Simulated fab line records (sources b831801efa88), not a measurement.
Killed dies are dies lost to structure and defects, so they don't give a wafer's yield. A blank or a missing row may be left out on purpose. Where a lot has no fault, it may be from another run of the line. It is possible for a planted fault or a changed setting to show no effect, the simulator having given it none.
fab line records    flow gf180mcu
record: lots: 15  wafers: 45  lastDay: 34
route steps=602 shown V3@450 M4@468
lots that met no fault: taken from a fault-free run of the same line
startH: hours from the record's first day to the start of the lot's first wafer shown    waitH: hours elapsed since this lot's preceding step    " repeats the value in the row above    L1.1+2: one row covering several wafers at once    - value missing, or start not given    * or withheld: withheld    < > ~ a bound
route shown NAME@n: NAME is a module with steps in the file, n the number in the route of the first one    usual: mean/standard deviation taken from wafers without a fault    same: alike in all rows    chamber/n: place in a boat    sites: per-site readings    _std_site: the standard deviation of these    _edge_site: mean of outer sites minus mean of inner sites    radiusMm: how far each site lies from the wafer's centre    mask NAME#n: copy n    behind: the last tool/chamber to shape the wafer    hold: cause of the lot's hold/its duration in hours/its outcome    device: the transistor (n, p or np) that didn't switch    end of line: tests run on the same wafers once the route is complete    where a step has no rows: the recipe by itself    killed: the dies lost at the first sort to structure and to defects; this is not the yield of the wafer    map: a wafer's dies, x killed, . not, _ none there
set.NAME: setting as actually run; set.NAME@STEP: the setting as run at that earlier step    model.NAME: the simulator's own value behind a step, which no gauge read
route steps across a sampled set of lots; one table per step, one row per wafer
services: the hour from which a tool's chamber was out of use, counted from the record's first day as startH (under 0 if before that day), plus the number of hours and why
== steps ==
step: GF_V3_SPUTTER_21
recipe: material: Ti  targetThkNm: 15  chamberPressurePa: 5  powerW: 2500  substrateTempC: 200  timeS: 80.02
usual: throttleValvePct: 29.9/1.2
lot.wafer  tool           chamber  startH  waitH  throttleValvePct
L645.4     pvdSputter-03  -        521.97  0.0    30.2
L645.5     "              -        "       "      30.1
L645.6     "              -        "       "      29.9
L646.3     pvdSputter-02  -        524.44  0.0    32.4
L646.4     "              -        "       "      29.6
L646.5     "              -        "       "      32.2
L647.2     pvdSputter-02  -        547.97  0.0    32.1
L647.4     "              -        "       "      27.9
L647.5     "              -        "       "      27.5
L649.3     pvdSputter-02  -        549.90  0.0    29.0
L649.5     "              -        "       "      29.2
L649.6     "              -        "       "      27.8
L654.3     pvdSputter-02  -        590.78  0.0    29.2
L654.4     "              -        "       "      29.6
L654.5     "              -        "       "      29.5
L655.1     pvdSputter-02  -        595.89  0.0    27.9
L655.5     "              -        "       "      32.2
L655.6     "              -        "       "      27.8
L656.1     pvdSputter-03  -        608.67  0.0    30.1
L656.4     "              -        "       "      29.6
L656.6     "              -        "       "      29.7
L658.2     pvdSputter-02  -        622.60  0.0    27.9
L658.3     "              -        "       "      32.3
L658.4     "              -        "       "      29.9
L661.3     pvdSputter-02  -        640.92  0.0    29.9
L661.4     "              -        "       "      29.1
L661.5     "              -        "       "      27.8
L662.1     pvdSputter-01  -        647.70  0.0    30.0
L662.2     "              -        "       "      31.2
L662.4     "              -        "       "      29.0
L663.2     pvdSputter-03  -        659.84  0.0    29.8
L663.4     "              -        "       "      29.8
L663.6     "              -        "       "      29.5
L664.1     pvdSputter-01  -        662.82  0.0    31.0
L664.4     "              -        "       "      31.3
L664.5     "              -        "       "      29.9
L665.2     pvdSputter-01  -        671.28  0.0    30.9
L665.4     "              -        "       "      30.9
L665.5     "              -        "       "      29.8
L666.2     pvdSputter-03  -        678.68  0.0    30.3
L666.4     "              -        "       "      29.7
L666.5     "              -        "       "      29.7
L667.3     pvdSputter-02  -        683.24  0.0    32.0
L667.4     "              -        "       "      27.5
L667.6     "              -        "       "      31.9
step: GF_V3_SPUTTER_22
recipe: material: TiN  targetThkNm: 10  chamberPressurePa: 5  powerW: 4000  timeS: 40
usual: throttleValvePct: 29.9/1.2
lot.wafer  tool           chamber  startH  waitH  throttleValvePct
L645.4     pvdSputter-03  -        522.03  0.0    30.2
L645.5     "              -        "       "      29.9
L645.6     "              -        "       "      29.9
L646.3     pvdSputter-02  -        524.50  0.0    31.9
L646.4     "              -        "       "      29.6
L646.5     "              -        "       "      32.3
L647.2     pvdSputter-02  -        548.03  0.0    32.3
L647.4     "              -        "       "      28.0
L647.5     "              -        "       "      27.8
L649.3     pvdSputter-02  -        549.96  0.0    29.0
L649.5     "              -        "       "      28.9
L649.6     "              -        "       "      27.8
L654.3     pvdSputter-02  -        590.84  0.0    29.0
L654.4     "              -        "       "      29.4
L654.5     "              -        "       "      29.6
L655.1     pvdSputter-02  -        595.95  0.0    27.6
L655.5     "              -        "       "      31.8
L655.6     "              -        "       "      27.8
L656.1     pvdSputter-03  -        608.73  0.0    30.2
L656.4     "              -        "       "      29.7
L656.6     "              -        "       "      29.5
L658.2     pvdSputter-02  -        622.66  0.0    27.8
L658.3     "              -        "       "      32.2
L658.4     "              -        "       "      29.7
L661.3     pvdSputter-02  -        640.99  0.0    29.6
L661.4     "              -        "       "      29.1
L661.5     "              -        "       "      27.8
L662.1     pvdSputter-01  -        647.76  0.0    30.1
L662.2     "              -        "       "      30.9
L662.4     "              -        "       "      29.1
L663.2     pvdSputter-03  -        659.90  0.0    29.8
L663.4     "              -        "       "      29.7
L663.6     "              -        "       "      29.5
L664.1     pvdSputter-01  -        662.88  0.0    31.0
L664.4     "              -        "       "      31.1
L664.5     "              -        "       "      29.9
L665.2     pvdSputter-01  -        671.34  0.0    30.6
L665.4     "              -        "       "      31.0
L665.5     "              -        "       "      30.1
L666.2     pvdSputter-03  -        678.74  0.0    30.2
L666.4     "              -        "       "      29.7
L666.5     "              -        "       "      29.4
L667.3     pvdSputter-02  -        683.30  0.0    31.8
L667.4     "              -        "       "      27.8
L667.6     "              -        "       "      32.0
step: GF_V3_CMP_26
recipe: stopOn: SiO2  downForcePsi: 3.5  platenRpm: 60  tOverpolishS: 15  targetThkNm: 0  padVelocityMS: 0.94248
usual: edgeZonePressureFrac: 1.000/0.0053  motorCurrentA: 10.7/0.62  overpolishRunS: 15.000/0.0083  slurryFlowMlMin: 149.9/0.48  timeToEndpointS: 85/4
lot.wafer  tool    chamber  startH  waitH  edgeZonePressureFrac  motorCurrentA  overpolishRunS  slurryFlowMlMin  timeToEndpointS
L645.4     cmp-02  0        522.51  0.2    1.000                 10.5           15.017          149.9            88
L645.5     "       1        "       "      0.999                 11.2           15.003          149.8            82
L645.6     "       2        "       "      1.008                 11.2           15.001          149.9            80
L646.4     cmp-01  2        524.88  0.1    0.998                 11.2           14.992          150.0            83
L646.3     "       0        "       "      1.007                 11.5           14.989          150.1            92
L646.5     "       2        "       "      1.000                 11.0           15.014          149.8            81
L647.2     cmp-01  0        548.48  0.2    0.995                 10.7           14.992          150.1            86
L647.4     "       3        "       "      0.998                 11.2           14.997          150.3            80
L647.5     "       1        "       "      1.004                 9.9            14.974          149.7            83
L649.3     cmp-01  0        550.44  0.2    1.004                 11.5           15.011          149.8            89
L649.5     "       1        "       "      0.990                 10.4           15.006          150.3            87
L649.6     "       2        "       "      0.994                 11.2           14.992          149.2            77
L654.3     cmp-02  3        591.22  0.1    0.998                 10.4           15.004          151.2            84
L654.4     "       0        "       "      1.001                 10.4           15.011          149.2            92
L654.5     "       3        "       "      1.005                 10.5           15.000          150.0            88
L655.1     cmp-01  3        596.34  0.1    0.999                 11.1           14.992          149.5            83
L655.5     "       2        "       "      1.000                 10.6           15.001          150.2            79
L655.6     "       3        "       "      1.003                 11.2           14.994          149.0            85
L656.1     cmp-01  0        609.06  0.1    0.999                 11.1           14.994          150.2            91
L656.4     "       1        "       "      1.004                 9.2            15.005          150.3            90
L656.6     "       1        "       "      0.993                 9.5            15.005          151.3            89
L658.3     cmp-02  3        622.99  0.0    0.997                 9.8            15.018          150.0            82
L658.2     "       1        "       "      0.999                 11.5           14.995          149.8            84
L658.4     "       2        "       "      0.999                 10.4           15.001          149.6            82
L661.4     cmp-02  3        641.37  0.1    0.991                 10.1           14.995          150.1            83
L661.3     "       0        "       "      0.999                 10.8           15.003          150.5            89
L661.5     "       2        "       "      1.011                 11.2           15.005          150.2            86
L662.2     cmp-01  3        648.09  0.0    1.000                 10.6           15.002          150.3            85
L662.4     "       0        "       "      0.994                 11.3           15.003          149.7            88
L662.1     "       2        "       "      1.000                 11.3           14.997          150.0            80
L663.4     cmp-02  3        660.28  0.1    1.007                 10.9           15.009          149.5            80
L663.2     "       1        "       "      1.002                 10.7           14.995          149.5            82
L663.6     "       2        "       "      1.000                 10.9           14.994          149.8            79
L664.1     cmp-02  2        663.21  0.1    1.002                 11.4           15.012          150.3            86
L664.4     "       1        "       "      0.994                 10.9           14.987          150.2            88
L664.5     "       3        "       "      0.999                 10.7           14.999          150.2            87
L665.4     cmp-01  2        671.72  0.1    0.996                 10.9           15.002          149.8            82
L665.2     "       3        "       "      1.002                 11.1           14.998          150.5            78
L665.5     "       1        "       "      1.004                 9.6            15.008          149.0            82
L666.2     cmp-01  1        679.07  0.0    0.996                 9.6            15.004          149.6            83
L666.4     "       3        "       "      0.990                 11.6           14.995          149.9            80
L666.5     "       1        "       "      1.000                 9.2            14.988          149.5            85
L667.3     cmp-01  3        683.73  0.1    0.997                 10.5           14.991          149.8            84
L667.4     "       0        "       "      1.009                 11.3           15.004          150.0            92
L667.6     "       2        "       "      0.997                 10.7           15.005          150.1            81
step: GF_M4_PEB_12
recipe: pebTempC: 135  pebTimeS: 90  resist: KrF
usual: chillPlateTempC: 23.02/0.11  exhaustPa: 45.0/0.83
lot.wafer  tool           chamber  startH  waitH  chillPlateTempC  exhaustPa
L645.4     lithoTrack-04  0        545.65  -      22.96            44.8
L645.5     "              0        "       "      23.00            45.6
L645.6     "              0        "       "      23.23            44.3
L646.3     lithoTrack-02  0        547.12  -      23.01            44.1
L646.4     "              0        "       "      23.01            44.0
L646.5     "              0        "       "      22.92            44.6
L647.2     lithoTrack-01  0        570.55  -      23.14            44.3
L647.4     "              0        "       "      23.00            44.5
L647.5     "              0        "       "      22.99            44.8
L649.3     lithoTrack-04  0        573.42  -      22.92            43.9
L649.5     "              0        "       "      22.66            44.9
L649.6     "              0        "       "      22.90            43.4
L654.3     lithoTrack-01  -        612.29  -      -                -
L654.4     "              -        "       "      -                -
L654.5     "              -        "       "      -                -
L655.1     lithoTrack-01  -        616.57  -      -                -
L655.5     "              -        "       "      -                -
L655.6     "              -        "       "      -                -
L656.1     lithoTrack-04  -        630.20  -      -                -
L656.4     "              -        "       "      -                -
L656.6     "              -        "       "      -                -
L658.2     lithoTrack-04  0        642.89  -      23.02            45.3
L658.3     "              0        "       "      22.94            45.0
L658.4     "              0        "       "      23.04            44.9
L661.3     lithoTrack-01  0        660.59  -      22.85            45.1
L661.4     "              0        "       "      23.02            45.2
L661.5     "              0        "       "      23.09            46.1
L662.1     lithoTrack-04  0        667.65  -      22.98            43.9
L662.2     "              0        "       "      22.90            45.6
L662.4     "              0        "       "      22.92            45.0
L663.2     lithoTrack-04  0        679.94  -      23.14            46.7
L663.4     "              0        "       "      23.12            44.6
L663.6     "              0        "       "      23.07            45.3
L664.1     lithoTrack-02  0        682.80  -      23.13            46.0
L664.4     "              0        "       "      23.00            45.9
L664.5     "              0        "       "      23.09            46.2
L665.2     lithoTrack-04  0        691.14  -      22.87            45.2
L665.4     "              0        "       "      22.85            46.3
L665.5     "              0        "       "      22.95            47.0
L666.2     lithoTrack-04  0        698.34  -      23.14            45.1
L666.4     "              0        "       "      23.10            45.5
L666.5     "              0        "       "      23.09            46.5
L667.3     lithoTrack-04  0        703.07  -      22.98            45.3
L667.4     "              0        "       "      22.95            45.9
L667.6     "              0        "       "      22.85            46.2
== services ==
tool           chamber  startH  hours  kind
cmp-01         -        507.58  0.9    repair
cmp-02         -        507.69  1.4    repair
cmp-02         -        513.19  0.9    repair
cmp-01         -        528.97  4.6    pm
cmp-02         -        532.83  17.5   repair
pvdSputter-02  -        538.50  0.5    repair
cmp-02         -        538.64  0.8    repair
cmp-01         -        572.30  4.0    pm
pvdSputter-03  -        573.85  4.6    repair
cmp-01         -        576.30  -      consumableReplace:conditioner
cmp-01         -        576.30  -      consumableReplace:pad
pvdSputter-02  -        577.26  9.2    repair
cmp-01         -        583.38  2.4    repair
pvdSputter-01  -        589.15  3.4    repair
pvdSputter-03  -        612.79  1.5    repair
cmp-02         -        634.04  4.8    pm
pvdSputter-01  -        650.97  0.6    repair
cmp-01         -        657.37  0.6    repair
pvdSputter-03  -        680.38  3.9    repair
== key ==
firstSign: step: GF_M4_PEB_12  reading: toolRecord  direction: missing
effect none on later readings
metAt GF_M4_PEB_12
struckLots L654,L655,L656
laterRowsLeftOut L654.3,L654.4,L654.5,L655.1,L655.5,L655.6,L656.1,L656.4,L656.6
sortLeftOut L654.3,L654.4,L654.5,L655.1,L655.5,L655.6,L656.1,L656.4,L656.6
notActingAt GF_V3_SPUTTER_21,GF_V3_SPUTTER_22,GF_V3_CMP_26
onsetBetween 573.42 612.29
fault: kind: skippedStepWhole  tool: lithoTrack-01,lithoTrack-04  chamber: -  onsetH: 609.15  steps: GF_M4_PEB_12  scope: struckLotsOnly
sortLeftOut: the simulated sort isn't trusted on such a fault, so these wafers' sort isn't shown, and their yield isn't known
laterRowsLeftOut: the simulator's readings of these wafers behind a module that went badly wrong aren't trusted and aren't shown, but for the sort
